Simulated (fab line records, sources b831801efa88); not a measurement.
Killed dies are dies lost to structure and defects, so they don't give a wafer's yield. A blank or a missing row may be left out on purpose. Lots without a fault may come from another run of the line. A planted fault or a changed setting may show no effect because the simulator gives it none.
Which tool did it? | flow gf180mcu | 10 lots, 30 wafers sampled, at 3 steps of a route of 602

WHAT THE GAUGES READ, wafer by wafer
GF_NWELL_TW_MEAS_11.
lot  | measured    | on            | NWELL_TW
L787 | day 3 07:52 | film_metro-03 | 1566 1556 1563
L788 | day 3 13:15 | film_metro-02 | 1550 1553 1553
L790 | day 4 00:01 | film_metro-01 | 1592 1586 1587
L791 | day 4 07:57 | film_metro-03 | 1551 1555 1558
L793 | day 4 16:37 | film_metro-02 | 1915 1902 1910
L798 | day 5 23:40 | film_metro-01 | 1959 1951 1960
L807 | day 7 20:04 | film_metro-01 | 1587 1581 1583
L808 | day 8 08:27 | film_metro-01 | 1587 1588 1587
L809 | day 8 09:04 | film_metro-01 | 1573 1589 1588
L810 | day 8 14:40 | film_metro-02 | 1550 1556 1548

WHICH TOOL RAN EACH LOT (tool, then ch and the chambers of the sampled wafers, then the start)
lot  | GF_DNWELL_COAT_02                | GF_DNWELL_STRIP_08
L787 | litho_track-04 ch 0, day 2 12:01 | plasma_asher-02 ch 0,1, day 2 19:00
L788 | litho_track-02 ch 0, day 2 18:00 | plasma_asher-01 ch 1, day 3 00:24
L790 | litho_track-02 ch 0, day 3 04:23 | plasma_asher-03 ch 0,1, day 3 10:45
L791 | litho_track-01 ch 0, day 3 11:11 | plasma_asher-02 ch 0,1, day 3 18:23
L793 | litho_track-01 ch 0, day 3 19:27 | plasma_asher-02 ch 0,1, day 4 02:38
L798 | litho_track-01 ch 0, day 4 20:59 | plasma_asher-02 ch 0,1, day 5 04:41
L807 | litho_track-02 ch 0, day 6 20:02 | plasma_asher-02 ch 0,1, day 7 04:23
L808 | litho_track-02 ch 0, day 7 07:14 | plasma_asher-02 ch 0,1, day 7 15:30
L809 | litho_track-01 ch 0, day 7 08:39 | plasma_asher-03 ch 0,1, day 7 16:42
L810 | litho_track-01 ch 0, day 7 13:42 | plasma_asher-02 ch 0,1, day 7 21:45
- GF_DNWELL_COAT_02: resist thk 3000 nm.
- GF_DNWELL_STRIP_08: strips in O2/N2.

THE ANSWER, worked out from the rows above alone
Rule: what is usual is taken from the lots themselves. Put in order of their means at a reading, lots are off if they are a third of the lots or fewer, leave a main group of 4 or more, and stand apart from it by a gap of 3 or more times the standard deviation of the main group's means; of several such gaps the widest counts. A main group whose means are all the same, to the digits that the tables above print for the reading, isn't used. A lot without any number at a reading at which 4 lots or more have one is off too. The other lots that the step has rows for count as sound.
Off: L793, L798, at GF_NWELL_TW_MEAS_11 (NWELL_TW). The main group: mean 1570, standard deviation 16.
A tool fits if, at a process step before that reading, it ran every lot that is off, and no sound lot after the first of them. The gauges at GF_NWELL_TW_MEAS_11 are tried like those tools. None of those tried fits.

WHAT THE SIMULATOR HAD PUT IN
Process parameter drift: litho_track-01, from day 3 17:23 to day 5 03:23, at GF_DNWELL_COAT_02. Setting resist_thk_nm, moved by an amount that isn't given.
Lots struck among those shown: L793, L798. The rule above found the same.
